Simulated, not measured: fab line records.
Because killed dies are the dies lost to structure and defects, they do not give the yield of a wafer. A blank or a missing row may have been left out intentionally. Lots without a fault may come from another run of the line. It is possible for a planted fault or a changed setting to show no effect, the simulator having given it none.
Struck lot and sound lot, side by side || flow sky130 || 17 steps out of a route of 708
Sound: these wafers, L988.3, L988.5, L988.6. Struck: wafer L995.2 (L995.3, L995.4, from the same lot, were not struck and are left out); the cause is given at the end.
Each step with rows lists, per side, the tool, then ch with its chambers, then its first start. Under that, the readings that differ: sound wafers || struck wafers || difference of the means || sigmas: that difference in standard deviations of wafers without a fault.
alike: readings whose means differ by less than 2 such deviations, and words and numbers that are the same on both sides. not compared: withheld readings, readings that some wafer has no value for, bounds like >300 that may hide the same value, and numbers for which the record gives no deviation and whose values overlap.
A row with sigmas, a row that says differs or no value, or rows on one side alone: a step with any of these is where the two part. Non-overlapping numbers with no deviation appear without sigmas and do not part them. A reading missing from all wafers of one side parts the sides only when that side holds two or more wafers.

SKY_LI_CONTACT_CMP_02: polishes PSG.
  sound on cmp-02 ch 0,2,3, day 31 18:07; struck on cmp-01 ch 0, day 33 23:09
  alike: motor-current-A, retaining-ring-pressure-frac, time-to-endpoint-s
SKY_LI_CONTACT_BOW_MEAS_03:
  sound on film-metro-04 at day 31 18:21; struck on film-metro-03 at day 33 23:25
  alike: LI_CONTACT_BOW
then, 8 steps without rows for these wafers: SKY_LI_CONTACT_DEHYDRATE_04 (time 60 s); SKY_LI_CONTACT_HMDS_05 (prime time 60 s); SKY_LI_CONTACT_COAT_06 (resist thk 60 nm); SKY_LI_CONTACT_COAT_07 (resist thk 450 nm); SKY_LI_CONTACT_SOFTBAKE_08 (time 90 s); SKY_LI_CONTACT_EXPOSE_09 (exposes mask LICM1, target cd 170 nm); SKY_LI_CONTACT_PEB_10; SKY_LI_CONTACT_DEVELOP_11 (develop time 60 s).
SKY_LI_CONTACT_CD_MEAS_12: the cd target is 170 nm.
  sound on cd-sem-01 at day 32 20:46; struck on cd-sem-01 at day 35 01:08
  alike: cd-nm
SKY_LI_CONTACT_OVL_MEAS_13:
  sound on overlay-01 at day 32 20:51; struck on overlay-01 at day 35 01:14
  alike: LI_CONTACT_OVL
SKY_LI_CONTACT_ETCH_14: etches BARC in N2/H2, stops on SiO2, time 45.9 s, target depth 60 nm.
  sound on rie-diel-01 ch 0,1,2, day 32 20:53; struck on rie-diel-02 ch 0, day 35 01:16
{"reading": "h2-flow-sccm (sccm)", "sound": "199.6 198.6 199.3", "struck": 200.5, "difference": "+1.3", "sigmas": "+2"}
{"reading": "oes-product-au (a.u.)", "sound": "0.856 0.863 0.850", "struck": 0.672, "difference": -0.184, "sigmas": -36}
{"reading": "run-length-s (s)", "sound": "74.1 74.3 74.3", "struck": 103.1, "difference": "+28.9", "sigmas": "+64"}
{"reading": "model.KrF-thick_of_LI_CONTACT_COAT_07.thk-nm (nm)", "sound": "391.6 392.3 392.9", "struck": 366.8, "difference": -25.5, "sigmas": ""}
{"reading": "model.LI_CONTACT.cd-nm (nm)", "sound": "167.5 170.1 169.8", "struck": 176.4, "difference": "+7.3", "sigmas": ""}
{"reading": "model.SiO2_of_SONOS_ONO_CVD_04.thk-nm (nm)", "sound": "4.176 4.241 4.244", "struck": 2.985, "difference": -1.235, "sigmas": ""}
  alike: drypump-motor-current-A, throttle-valve-pct
  not compared: rf-hours-counter-h
SKY_LI_CONTACT_ETCH_15: etches PSG in C4F8/O2/Ar, stops on Si, target depth 600 nm.
  sound on rie-diel-01 ch 0,1,2, day 32 20:55; struck on rie-diel-02 ch 0, day 35 01:19
{"reading": "model.KrF-thick_of_LI_CONTACT_COAT_07.thk-nm (nm)", "sound": "228.1 226 231.5", "struck": 208.4, "difference": -20.1, "sigmas": ""}
{"reading": "model.LI_CONTACT.cd-nm (nm)", "sound": "168.2 169.8 170.1", "struck": 175.8, "difference": "+6.4", "sigmas": ""}
  alike: oes-product-au
SKY_LI_CONTACT_STRIP_16: strips in O2/N2.
  sound on plasma-asher-03 ch 0,1, day 32 21:02; struck on plasma-asher-04 ch 1, day 35 01:24
{"reading": "rf-hours-counter-h (h)", "sound": "- - -", "struck": 7, "difference": "no value on the sound wafers", "sigmas": ""}
{"reading": "strip-time-to-endpoint-s (s)", "sound": "3.45 3.43 3.48", "struck": 3.25, "difference": -0.20, "sigmas": -5}
  alike: drypump-motor-current-A, oes-product-au
then, 1 step without rows for these wafers: SKY_LI_CONTACT_CLEAN_17 (cleans in NMP, time 600 s).
-- here the record skips 15 days between the struck wafers' starts before and after, leaving off in module LI_CONTACT and picking up in module PAD_OPEN (first step shown: number 708 of the route) --
SKY_PAD_OPEN_PROBE_99:
  sound on prober-01 at day 48 09:25; struck on prober-02 at day 49 22:48
{"reading": "model.etest.licon-ndiff.rc-ohm", "sound": "182.6 175.2 180.5", "struck": 174.7, "difference": -4.7, "sigmas": ""}
{"reading": "model.etest.licon-poly.rc-ohm", "sound": "153.4 152.3 150.1", "struck": 138.7, "difference": -13.2, "sigmas": ""}
  alike: killed_at_M0_to_M3, killed_at_M4_up, killed-at-contacts, killed-at-front-end, killed-at-other, killed-dies, killed-open, killed-short
  not compared: model.etest.licon-pdiff.rc-ohm

WHERE THEY PART
At SKY_LI_CONTACT_ETCH_14 first; at SKY_LI_CONTACT_STRIP_16 last (within this record only). Later steps at which nothing parts them and some readings are alike: SKY_PAD_OPEN_PROBE_99.

WHY: what the simulator had put in
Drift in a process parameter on rie-diel-02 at SKY_LI_CONTACT_ETCH_14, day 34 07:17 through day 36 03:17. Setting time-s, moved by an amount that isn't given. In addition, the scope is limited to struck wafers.
